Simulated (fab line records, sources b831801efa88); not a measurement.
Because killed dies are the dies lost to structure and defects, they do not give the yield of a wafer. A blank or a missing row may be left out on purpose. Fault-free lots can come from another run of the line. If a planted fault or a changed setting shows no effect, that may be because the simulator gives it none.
Chamber matching | flow sky130 | cmp-01 running SKY_VIA1_CMP_24: 4 sister chambers
The step polishes, stops on SiO2, t overpolish 15 s, target thk 0 nm. 18 wafers are shown with their chamber, then 9 later ones without.

WAFERS PAIRED WITH THEIR CHAMBERS
wafer  | chamber | motor_current_A (A) | retaining_ring_pressure_frac
L100.2 | 3       | 10.4                | 1.006
L100.5 | 2       | 10.7                | 1.007
L100.6 | 1       | 9.0                 | 1.005
L103.1 | 3       | 10.3                | 1.001
L103.5 | 0       | 10.1                | 0.999
L103.6 | 1       | 9.1                 | 0.994
L106.1 | 3       | 10.2                | 0.999
L106.2 | 0       | 10.3                | 1.006
L106.5 | 3       | 10.0                | 0.995
L107.1 | 1       | 9.3                 | 1.007
L107.2 | 3       | 9.8                 | 1.007
L107.4 | 2       | 10.7                | 0.994
L108.3 | 0       | 9.8                 | 0.993
L108.5 | 3       | 10.2                | 1.003
L108.6 | 2       | 10.2                | 0.999
L114.2 | 3       | 9.8                 | 1.003
L114.5 | 0       | 9.5                 | 1.006
L114.6 | 1       | 9.6                 | 1.005

SIGNATURES (averages over the wafers above)
reading                      | chamber 0 | chamber 1 | chamber 2 | chamber 3 | scatter within a chamber
motor_current_A              | 9.925     | 9.250     | 10.533    | 10.100    | 0.278
retaining_ring_pressure_frac | 1.00100   | 1.00275   | 1.00000   | 1.00200   | 0.00542
Rule: for a wafer and a chamber, the distance is found by dividing, reading by reading, the gap between the wafer's reading and the chamber's mean by the reading's scatter, squaring, summing and taking the root. The wafer belongs to the nearest chamber; if the next one is less than 2 further off, it can't be placed. How the scatter is found: for the shown wafers, subtract from each reading the mean of its chamber, square and add these, divide the total by (wafers less chambers), then take the root.

WAFERS MISSING THEIR CHAMBER
wafer  | motor_current_A (A) | retaining_ring_pressure_frac
L118.4 | 10.4                | 1.005
L118.5 | 10.1                | 1.006
L118.6 | 9.8                 | 1.002
L117.2 | 8.6                 | 1.001
L117.4 | 10.1                | 1.005
L117.5 | 9.9                 | 1.001
L122.4 | 9.9                 | 1.003
L122.5 | 11.1                | 1.000
L122.6 | 9.2                 | 0.998

WHICH CHAMBER EACH ONE RAN IN
wafer  | from the rows above               | in truth
L118.4 | can't be placed: 2 or 3 or 0      | 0
L118.5 | can't be placed: 3 or 0 or 2      | 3
L118.6 | can't be placed: 0 or 3 or 1      | 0
L117.2 | 1                                 | 1
L117.4 | can't be placed: 3 or 0 or 2      | 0
L117.5 | can't be placed: 0 or 3           | 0
L122.4 | can't be placed: 0 or 3 or 1 or 2 | 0
L122.5 | can't be placed: 2 or 3           | 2
L122.6 | can't be placed: 1 or 0           | 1
Correctly placed: 1 of 9. Unplaceable from these rows: 8, with the true chamber sitting among the candidates in 8. Wrongly placed: 0.
